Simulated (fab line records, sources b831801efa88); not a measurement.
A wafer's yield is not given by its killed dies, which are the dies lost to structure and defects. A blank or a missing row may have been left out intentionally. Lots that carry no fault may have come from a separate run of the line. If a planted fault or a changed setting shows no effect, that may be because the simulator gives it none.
A struck lot beside a sound one | flow sfqLine | 42 out of 325 route steps
Sound: wafers L599.1, L599.2, L599.3. Wafers L601.3, L601.5, L601.6 were the ones struck. The cause comes at the end.
Each step with rows lists, per side, the tool, then ch with its chambers, then its first start. Under that, the readings that differ: sound wafers | struck wafers | difference of the means | sigmas: that difference in standard deviations of wafers without a fault.
alike: same words and numbers on both sides, and readings whose means sit less than 2 such deviations apart. not compared: any withheld reading, any reading some wafer has no value for, any bound like >300 that may hide the same value, and any number with overlapping values for which the record gives no deviation.
The two part at a step that has a row with sigmas, a row that says differs or no value, or rows on one side only. Numbers that have no deviation but don't overlap get no sigmas and don't part them. A reading that every wafer of one side lacks parts them only if that side has two wafers or more.

first, 6 steps without rows for these wafers: SFQ_TRILAYER_M1_LITHO_COAT_044 (resist thk 62 nm); SFQ_TRILAYER_M1_LITHO_COAT_039 (resist thk 600 nm); SFQ_TRILAYER_M1_LITHO_SOFTBAKE_043; SFQ_TRILAYER_M1_LITHO_EXPOSE_040 (exposes mask M1, target cd 500 nm); SFQ_TRILAYER_M1_LITHO_PEB_042 (peb time 60 s); SFQ_TRILAYER_M1_LITHO_DEVELOP_041 (time 60 s).
SFQ_M1_OVL_MEAS_911:
  struck on overlay-01, day 14 10:26; sound on overlay-01, day 13 17:37
  alike: M1_OVL
SFQ_TRILAYER_M1_BARC_OPEN_METAL_ETCH_054: etches BARC in O2, target depth 125 nm, time 41.7 s.
  sound on rieMetal-03 ch 0,1, day 13 17:39; struck on rieMetal-01 ch 0,1, day 14 10:28
  alike: drypumpMotorCurrentA, oesProductAu
  not compared: rfHoursCounterH
then, 1 step without rows for these wafers: SFQ_TRILAYER_M1_ETCH_METAL_ETCH_042 (etches Nb in Cl2/Ar, stops on SiO2, target depth 240 nm, time 120 s).
SFQ_TRILAYER_M1_STRIP_STRIP_043: strips in O2.
  sound on rieMetal-03 ch 0,1, day 13 17:50; struck on rieMetal-01 ch 0,1, day 14 10:50
  alike: drypumpMotorCurrentA, oesProductAu, platenTempC
  not compared: rfHoursCounterH
then, 2 steps without rows for these wafers: SFQ_TRILAYER_M1_STRIP_SOLV_CLEAN_044 (cleans in NMP, time 600 s); SFQ_TRILAYER_I1_DEP_PECVD_045 (deposits SiO2 from SiH4/N2O, time 111.11 s, target thk 500 nm).
SFQ_TRILAYER_I1_CMP_CMP_046: polishes SiO2.
  sound on cmp-01 ch 0,2,3, day 13 22:28; struck on cmp-02 ch 1,2,3, day 14 16:29
reading                                            | sound             | struck          | difference | sigmas
timeToEndpointS (s)                                | 220 226 214       | 247 234 251     | +24        | +3
model.SiO2_of_TRILAYER_I1_DEP_PECVD_045.thkNm (nm) | 201.5 201.8 200.6 | 152.3 150 150.5 | -50.4      | 
  alike: motorCurrentA
SFQ_I1_BOW_MEAS_912:
  struck on filmMetro-04, day 14 18:01; sound on filmMetro-03, day 14 01:28
  alike: I1_BOW
SFQ_TRILAYER_I1_METRO_MEASURE_047:
  struck on filmMetro-04, day 14 18:30; sound on filmMetro-03, day 14 01:35
reading    | sound             | struck            | difference | sigmas
thkNm (nm) | 201.7 201.7 200.6 | 152.4 149.9 150.5 | -50.4      | -39
then, 6 steps without rows for these wafers: SFQ_TRILAYER_I1_VIA_LITHO_COAT_054 (resist thk 62 nm); SFQ_TRILAYER_I1_VIA_LITHO_COAT_049 (resist thk 650 nm); SFQ_TRILAYER_I1_VIA_LITHO_SOFTBAKE_053; SFQ_TRILAYER_I1_VIA_LITHO_EXPOSE_050 (exposes mask I1, target cd 500 nm); SFQ_TRILAYER_I1_VIA_LITHO_PEB_052 (peb time 60 s); SFQ_TRILAYER_I1_VIA_LITHO_DEVELOP_051 (time 60 s).
-- the record jumps here: 3 days lie between the struck wafers' starts before and after --
SFQ_I1_OVL_MEAS_913:
  struck on overlay-02, day 17 08:27; sound on overlay-01, day 16 19:14
  alike: I1_OVL
then, 1 step without rows for these wafers: SFQ_TRILAYER_I1_VIA_BARC_OPEN_VIA_ETCH_071 (etches BARC in O2, target depth 125 nm, time 41.7 s).
SFQ_TRILAYER_I1_VIA_ETCH_VIA_ETCH_052: etches SiO2 in CHF3, stops on Nb, target depth 260 nm.
  sound on rieDiel-03 ch 0,2,3, day 16 19:19; struck on rieDiel-03 ch 1,2, day 17 08:31
reading                      | sound             | struck            | difference | sigmas
oesProductAu (a.u.)          | 0.862 0.861 0.855 | 0.740 0.733 0.737 | -0.123     | -23
model.I1.featureDepthNm (nm) | 201.5 201.8 200.6 | 152.3 150 150.5   | -50.4      | 
model.etch.depthNm (nm)      | 201.5 201.8 200.6 | 152.3 150 150.5   | -50.4      | 
  alike: drypumpMotorCurrentA
SFQ_TRILAYER_I1_VIA_STRIP_STRIP_053: strips in O2.
  sound on rieMetal-01 ch 1, day 16 19:25; struck on rieMetal-02 ch 0,1, day 17 08:49
reading                  | sound             | struck            | difference | sigmas
drypumpMotorCurrentA (A) | 5.1 5.1 5.2       | 5.7 6.0 5.7       | +0.7       | +2
oesProductAu (a.u.)      | 1.022 1.033 1.027 | 0.995 1.000 0.988 | -0.033     | -3
  alike: platenTempC
  not compared: rfHoursCounterH
then, 1 step without rows for these wafers: SFQ_TRILAYER_I1_VIA_STRIP_SOLV_CLEAN_054 (cleans in NMP, time 600 s).
SFQ_TRILAYER_M2_DEP_PRE_CLEAN_056: time 22.5 s.
  struck on pvdSputter-03, day 17 09:24; sound on pvdSputter-03, day 16 20:48
reading                                            | sound           | struck          | difference | sigmas
model.SiO2_of_TRILAYER_I1_DEP_PECVD_045.thkNm (nm) | 194 194.3 193.1 | 144.8 142.5 143 | -50.4      | 
SFQ_TRILAYER_M2_DEP_SPUTTER_055: material Nb, target thk 200 nm, time 133.3 s.
  struck on pvdSputter-03, day 17 09:26; sound on pvdSputter-03, day 16 20:50
  alike: substrateTempC, throttleValvePct
SFQ_M2_RS_MEAS_914: uses a four-point probe to measure.
  struck on filmMetro-04, day 17 09:34; sound on filmMetro-03, day 16 20:55
  alike: M2_NB_RS
then, 6 steps without rows for these wafers: SFQ_TRILAYER_M2_LITHO_COAT_062 (resist thk 62 nm); SFQ_TRILAYER_M2_LITHO_COAT_057 (resist thk 600 nm); SFQ_TRILAYER_M2_LITHO_SOFTBAKE_061; SFQ_TRILAYER_M2_LITHO_EXPOSE_058 (exposes mask M2, target cd 500 nm); SFQ_TRILAYER_M2_LITHO_PEB_060 (peb time 60 s); SFQ_TRILAYER_M2_LITHO_DEVELOP_059 (time 60 s).
-- the record jumps here: 3 days lie between the struck wafers' starts before and after --
SFQ_M2_OVL_MEAS_916:
  struck on overlay-02, day 20 03:06; sound on overlay-01, day 19 11:56
  alike: M2_OVL
then, 1 step without rows for these wafers: SFQ_TRILAYER_M2_BARC_OPEN_METAL_ETCH_077 (etches BARC in O2, target depth 125 nm, time 41.7 s).
SFQ_TRILAYER_M2_ETCH_METAL_ETCH_060: etches Nb in Cl2/Ar, stops on SiO2, target depth 240 nm, time 120 s.
  sound on rieMetal-04 ch 0,1, day 19 12:02; struck on rieMetal-02 ch 0,1, day 20 03:13
reading                  | sound       | struck      | difference | sigmas
drypumpMotorCurrentA (A) | 5.1 4.8 4.8 | 5.7 5.8 6.0 | +0.9       | +2
  alike: oesProductAu
  not compared: rfHoursCounterH
then, 3 steps without rows for these wafers: SFQ_TRILAYER_M2_STRIP_STRIP_061 (strips in O2); SFQ_TRILAYER_M2_STRIP_SOLV_CLEAN_062 (cleans in NMP, time 600 s); SFQ_TRILAYER_I2_DEP_PECVD_063 (deposits SiO2 from SiH4/N2O, time 111.11 s, target thk 500 nm).
-- the record jumps here: 58 days lie between the struck wafers' starts before and after --
SFQ_M8_BOW_MEAS_951:
  struck on filmMetro-01, day 78 07:04; sound on filmMetro-03, day 77 20:43
reading                | sound             | struck            | difference | sigmas
model.etest.i1.linkOhm | 1.951 1.952 1.972 | 1.916 1.906 1.899 | -0.051     | 
  alike: M8_BOW

## WHERE THEY PART
First at SFQ_TRILAYER_I1_CMP_CMP_046; last, within this record, at SFQ_TRILAYER_M2_ETCH_METAL_ETCH_060. Later steps at which nothing parts them and some readings are alike: SFQ_M8_BOW_MEAS_951.

WHY: whatever the simulator had introduced
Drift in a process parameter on cmp-02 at SFQ_TRILAYER_I1_CMP_CMP_046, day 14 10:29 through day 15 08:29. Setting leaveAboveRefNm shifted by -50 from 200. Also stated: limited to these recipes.
